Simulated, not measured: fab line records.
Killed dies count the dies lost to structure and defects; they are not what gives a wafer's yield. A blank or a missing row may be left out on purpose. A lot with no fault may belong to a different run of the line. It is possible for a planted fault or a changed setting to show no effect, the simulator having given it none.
The tool behind it: which one?	flow gf180mcu	18 wafers from 6 lots sampled at 3 of the route's 602 steps

## WHAT EACH GAUGE READ, for each wafer
GF_V4_THK_MEAS_01.
lot	measured	on	V4_CVD_00_THK (nm)
L301	day 25 09:01	film_metro-01	601 604 608
L305	day 26 09:58	film_metro-02	601 599 602
L306	day 26 21:53	film_metro-04	597 597 606
L309	day 27 21:00	film_metro-01	600 599 603
L313	day 29 06:12	film_metro-04	588 596 602
L318	day 30 06:46	film_metro-04	900 901 600

## TOOL THAT RAN EACH LOT (tool first, then ch and the chambers of the sampled wafers, then the start)
lot	GF_M4_SPUTTER_04	GF_V4_CVD_00
L301	pvd_sputter-03, day 24 10:04	hdpcvd-01 ch 0,1,2, day 25 08:56
L305	pvd_sputter-04, day 25 12:13	hdpcvd-02 ch 0,1,2, day 26 09:52
L306	pvd_sputter-03, day 25 23:39	hdpcvd-01 ch 0,1,2, day 26 21:49
L309	pvd_sputter-01, day 26 23:39	hdpcvd-01 ch 0,1,2, day 27 20:55
L313	pvd_sputter-03, day 28 10:25	hdpcvd-01 ch 1,2, day 29 06:07
L318	pvd_sputter-04, day 29 11:04	hdpcvd-01 ch 0,2, day 30 06:41
- GF_M4_SPUTTER_04: material TiN, target thk 50 nm, time 41.7 s.
- GF_V4_CVD_00: deposits SiO2, target thk 600 nm, time 100 s.

## THE ANSWER, worked out from the rows above alone
Rule: the lots themselves supply what counts as usual. Put in order of their means at a reading, lots are off if they are a third of the lots or fewer, leave a main group of 4 or more, and stand apart from it by a gap of 3 or more times the standard deviation of the main group's means; of several such gaps the widest counts. If all means in a main group match to the digits the tables above print for the reading, that group is not used. Also off: a lot with no number at a reading for which 4 or more lots have one. Where the step has rows for the other lots, those lots are counted as sound.
Off: L318, at GF_V4_THK_MEAS_01 (V4_CVD_00_THK). Mean 600 nm and standard deviation 2.9 in the main group.
If a tool, at a process step before that reading, ran all the lots that are off and no sound lot after the first of them, it fits. Those tools and the gauges at GF_V4_THK_MEAS_01 are tried in the same way. Can't be told from this: 3 tools fit, pvd_sputter-04 at GF_M4_SPUTTER_04, hdpcvd-01 at GF_V4_CVD_00, film_metro-04 at GF_V4_THK_MEAS_01.

## WHAT THE SIMULATOR HAD PUT IN
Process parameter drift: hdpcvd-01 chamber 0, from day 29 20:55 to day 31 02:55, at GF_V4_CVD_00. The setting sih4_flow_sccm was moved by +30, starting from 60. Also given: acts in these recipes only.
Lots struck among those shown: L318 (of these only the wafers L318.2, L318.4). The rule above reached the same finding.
